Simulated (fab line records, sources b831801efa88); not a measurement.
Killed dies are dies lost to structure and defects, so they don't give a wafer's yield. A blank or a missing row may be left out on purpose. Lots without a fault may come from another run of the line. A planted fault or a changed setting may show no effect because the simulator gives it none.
Split-lot experiment | flow sky130 | 5 lots, 23 wafers read, on a route of 708 steps

THE SPLIT
At SKY_VT_ADJUST_HVTR_IMPLANT_09, the setting dose_cm2 was moved away from the recipe's 2.1e+12 on 12 of the 23 wafers read, by -7.2% to +7.4%. The other wafers ran this setting at the recipe's value.

FROM THE SPLIT TO THE READING: what the file shows between them, 1 step
- SKY_VT_ADJUST_HVTR_STRIP_10: strips in O2/N2 (also split here: power_w)

THE READING
VT_ADJUST_HVTR_TW, at SKY_VT_ADJUST_HVTR_TW_MEAS_11. Fault-free wafers of this fab line usually give 213.1, standard deviation 1.2.

wafer  | tool, chamber at the split | dose_cm2 as run | against the recipe | VT_ADJUST_HVTR_TW | against lot-mates on the recipe
L074.1 | implanter-03, 0            | 1.992e+12       | -5.1%              | 210.7             | -2.0
L074.2 | implanter-03, 0            | 1.992e+12       | -5.1%              | 210.7             | -2.0
L074.3 | implanter-03, 0            | 1.992e+12       | -5.1%              | 209.9             | -2.8
L074.4 | implanter-03, 0            | 2.1e+12         | recipe             | 212.5             | -
L074.6 | implanter-03, 0            | 2.1e+12         | recipe             | 212.8             | -
L078.1 | implanter-03, 0            | 2.1e+12         | recipe             | 212.5             | -
L078.2 | implanter-03, 0            | 2.1e+12         | recipe             | 210.9             | -
L078.4 | implanter-03, 0            | 2.256e+12       | +7.4%              | 216.0             | +4.3
L078.5 | implanter-03, 0            | 2.256e+12       | +7.4%              | 216.2             | +4.5
L078.6 | implanter-03, 0            | 2.256e+12       | +7.4%              | 216.5             | +4.8
L081.2 | implanter-03, 0            | 2.1e+12         | recipe             | 212.3             | -
L081.3 | implanter-03, 0            | 2.1e+12         | recipe             | 211.4             | -
L081.6 | implanter-03, 0            | 2.1e+12         | recipe             | 211.8             | -
L083.1 | implanter-02, 0            | 1.948e+12       | -7.2%              | 209.6             | -4.1
L083.2 | implanter-02, 0            | 1.948e+12       | -7.2%              | 211.1             | -2.6
L083.4 | implanter-02, 0            | 2.1e+12         | recipe             | 214.6             | -
L083.5 | implanter-02, 0            | 2.1e+12         | recipe             | 212.8             | -
L083.6 | implanter-02, 0            | 1.948e+12       | -7.2%              | 210.1             | -3.6
L085.1 | implanter-02, 0            | 2.1e+12         | recipe             | 214.1             | -
L085.2 | implanter-02, 0            | 2.224e+12       | +5.9%              | 218.6             | +4.7
L085.3 | implanter-02, 0            | 2.224e+12       | +5.9%              | 218.5             | +4.6
L085.4 | implanter-02, 0            | 2.1e+12         | recipe             | 213.7             | -
L085.6 | implanter-02, 0            | 2.224e+12       | +5.9%              | 218.2             | +4.3

THE FIT
A straight line over all 23 wafers: VT_ADJUST_HVTR_TW changes by +0.526 for each +1% of dose_cm2; r = +0.89; the points scatter about the line by 1.3.
The same after taking each lot's own level away (the mean of its wafers on the recipe; 23 wafers): +0.57 for each +1%; r = +0.97; scatter 0.67.
On that fit, the largest move of dose_cm2 shifts the reading by 4.2.
The lots' own levels span 211.70 to 213.90, that is 1.8 times the standard deviation above.
So the lot-to-lot level changes the slope little: the two slopes agree.
Check: with one of the wafers moved furthest among these (+7.4%) left out of the fit, the line predicts +4.67 for it against its lot-mates. It came out at +4.3 against them.

OTHER SPLITS ON THESE WAFERS
These wafers also went through other splits before the reading. Each is held against what the fit with the lots' levels taken away leaves over:
other split on the same wafers               | wafers away from the commonest value | r with VT_ADJUST_HVTR_TW (lot level and that fit taken away)
SKY_FIELD_ISO_OXIDATION_01 ox_time_s         | 15                                   | -0.13
SKY_FIELD_ISO_WET_ETCH_30 time_s             | 15                                   | -0.27
SKY_DNWELL_COAT_02 resist_thk_nm             | 7                                    | +0.03
SKY_NWELL_IMPLANT_13 energy_kev              | 7                                    | -0.17
SKY_VT_ADJUST_HVTP_DEVELOP_06 develop_time_s | 4                                    | +0.00
SKY_VT_ADJUST_HVTP_STRIP_10 pressure_mtorr   | 18                                   | +0.19
SKY_VT_ADJUST_LVTN_IMPLANT_19 dose_cm2       | 6                                    | +0.24
SKY_VT_ADJUST_NCORE_IMPLANT_09 dose_cm2      | 9                                    | +0.24
SKY_VT_ADJUST_HVTR_STRIP_10 power_w          | 9                                    | +0.44

THE FILE'S OWN FIT
VT_ADJUST_HVTR_TW changes by +0.575 for each +1% of dose_cm2, r = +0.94.
